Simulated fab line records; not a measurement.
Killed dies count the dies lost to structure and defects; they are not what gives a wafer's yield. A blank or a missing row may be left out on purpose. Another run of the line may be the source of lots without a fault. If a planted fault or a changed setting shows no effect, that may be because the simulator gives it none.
A lot that was struck, set against a sound lot + flow sky130 + 37 steps out of a route of 708
Sound: the wafers L966.2, L966.4, L966.6. Wafers L957.4, L957.5, L957.6 were the ones struck. Last of all comes the cause.
At each step with rows: each side's tool, then ch and its chambers, then its first start. Under that, the readings that differ: sound wafers + struck wafers + difference of the means + sigmas: that difference in standard deviations of wafers without a fault.
alike: a reading whose means differ by less than 2 such deviations, as well as words and numbers matching on both sides. not compared: withheld readings; readings where some wafer has no value; bounds like >300 that might hide an equal value; numbers whose values overlap and for which the record gives no deviation.
Wherever a step has rows on one side only, a row that says differs or no value, or a row with sigmas, the two part there. When numbers do not overlap yet have no deviation, they are printed without sigmas and do not part them. Lack of a reading on every wafer of one side parts them only where that side has two or more wafers.

first, 10 steps without rows for these wafers: SKY_LDD_LDN_SOFTBAKE_03 (time 60 s); SKY_LDD_LDN_EXPOSE_04 (exposes mask LDNTM, target cd 700 nm); SKY_LDD_LDN_PEB_05; SKY_LDD_LDN_DEVELOP_06 (develop time 60 s); SKY_LDD_LDN_IMPLANT_08; SKY_LDD_LDN_IMPLANT_09; SKY_LDD_LDN_IMPLANT_10; SKY_LDD_LDN_IMPLANT_11; SKY_LDD_LDN_STRIP_12 (strips in O2/N2); SKY_LDD_LDN_CLEAN_14 (cleans in SC1/SC2, time 150 s).
SKY_SPACER_CVD_00: deposits Si3N4 from DCS/NH3, target thk 43.1 nm, time 740 s.
  sound on lpcvd-02 ch 1, day 30 20:35; struck on lpcvd-02 ch 0, day 27 22:13
| reading                                  | sound             | struck            | difference | sigmas |
|------------------------------------------|-------------------|-------------------|------------|--------|
| zone_power_centre_pct (%)                | 11.9 12.0 11.7    | 15.2 15.2 15.1    | +3.3       | +2     |
| model.Si3N4_of_SPACER_CVD_00.thk_nm (nm) | 42.99 42.91 43.25 | 47.37 47.74 47.78 | +4.58      |        |
  alike: spike_tc_bottom_C
SKY_SPACER_THK_MEAS_01:
  sound: film_metro-03 at day 30 21:48; struck: film_metro-04 at day 27 23:27
| reading                | sound          | struck         | difference | sigmas |
|------------------------|----------------|----------------|------------|--------|
| SPACER_CVD_00_THK (nm) | 43.0 42.9 43.3 | 47.4 47.7 47.7 | +4.5       | +13    |
SKY_SPACER_ETCHBACK_02: etches Si3N4 in CH3F/O2, stops on SiO2, time 46.7 s, target depth 45 nm.
  sound on rie_diel-03 ch 1,3, day 30 21:51; struck on rie_diel-01 ch 1,2,3, day 27 23:29
| reading                  | sound             | struck            | difference | sigmas |
|--------------------------|-------------------|-------------------|------------|--------|
| oes_product_au (a.u.)    | 0.854 0.863 0.859 | 0.901 0.914 0.911 | +0.050     | +8     |
| model.etch.depth_nm (nm) | 42.99 42.91 43.25 | 47.37 47.74 47.78 | +4.58      |        |
  alike: drypump_motor_current_A, throttle_valve_pct
  not compared: rf_hours_counter_h
then, 22 steps without rows for these wafers: SKY_POLY_CUT_DEHYDRATE_00 (time 60 s); SKY_POLY_CUT_HMDS_01 (prime time 60 s); SKY_POLY_CUT_COAT_02 (resist thk 60 nm); SKY_POLY_CUT_COAT_03 (resist thk 450 nm); SKY_POLY_CUT_SOFTBAKE_04 (time 90 s); SKY_POLY_CUT_EXPOSE_05 (exposes mask NPCM, target cd 270 nm); SKY_POLY_CUT_PEB_06; SKY_POLY_CUT_DEVELOP_07 (develop time 60 s); SKY_POLY_CUT_ETCH_10 (etches BARC in N2/H2, stops on SiO2, time 45.9 s, target depth 60 nm); SKY_POLY_CUT_ETCH_11 (etches Si3N4 in CF4/CH2F2/Ar, stops on poly-Si, time 42.5 s, target depth 60 nm); SKY_POLY_CUT_STRIP_12 (strips in O2/N2); SKY_SD_P_DEHYDRATE_00 (time 60 s); SKY_SD_P_HMDS_01 (prime time 60 s); SKY_SD_P_COAT_02 (resist thk 1140 nm); SKY_SD_P_SOFTBAKE_03 (time 60 s); SKY_SD_P_EXPOSE_04 (exposes mask PSDM, target cd 380 nm); SKY_SD_P_PEB_05; SKY_SD_P_DEVELOP_06 (develop time 60 s); SKY_SD_P_IMPLANT_09; SKY_SD_P_STRIP_10 (strips in O2/N2); SKY_RES_XHIGH_DEHYDRATE_00 (time 60 s); SKY_RES_XHIGH_HMDS_01 (prime time 60 s).
-- the record jumps here: 5 days lie between the struck wafers' starts before and after (it left off in module RES_XHIGH and takes up again in module SALICIDE, whose first step shown is number 361 of the route) --
SKY_SALICIDE_CLEAN_00: cleans in HF-last, time 30 s.
  sound on wet_bench-01 ch 1, day 35 09:47; struck on wet_bench-02 ch 1, day 32 15:14
| reading                                  | sound             | struck           | difference | sigmas |
|------------------------------------------|-------------------|------------------|------------|--------|
| model.Si3N4_of_SPACER_CVD_00.thk_nm (nm) | 42.03 41.95 42.29 | 46.4 46.76 46.81 | +4.6       |        |
-- the record jumps here: 16 days lie between the struck wafers' starts before and after (it left off in module SALICIDE and takes up again in module PAD_OPEN, whose first step shown is number 708 of the route) --
SKY_PAD_OPEN_PROBE_99:
  sound: prober-01 at day 50 20:05; struck: prober-02 at day 49 02:41
| reading                                 | sound             | struck            | difference | sigmas |
|-----------------------------------------|-------------------|-------------------|------------|--------|
| model.etest.sonos_uncharged.r_on_ohm_um | 803.6 791.3 795.4 | 827.8 841.8 830.1 | +36.5      |        |
| model.etest.sram_pfet_latch.drive_ua_um | 144.7 149.3 146.1 | 132.5 139.5 142.2 | -8.6       |        |
  alike: killed_at_M0_to_M3, killed_at_M4_up, killed_at_contacts, killed_at_front_end, killed_at_other, killed_dies, killed_open, killed_short
  not compared: model.etest.pfet_01v8.r_on_ohm_um, model.etest.pfet_01v8.drive_ua_um, model.etest.pfet_01v8_hvt.drive_ua_um, model.etest.pfet_01v8_hvt.off_log10_a_um

WHERE THEY PART
Last at SKY_SPACER_ETCHBACK_02 as far as this record goes, first at SKY_SPACER_CVD_00. Later steps at which nothing parts them and some readings are alike: SKY_PAD_OPEN_PROBE_99.

WHY: what had been put in by the simulator
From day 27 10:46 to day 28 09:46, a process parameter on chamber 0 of lpcvd-02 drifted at SKY_SPACER_CVD_00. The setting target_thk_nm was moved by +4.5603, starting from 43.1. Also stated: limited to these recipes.
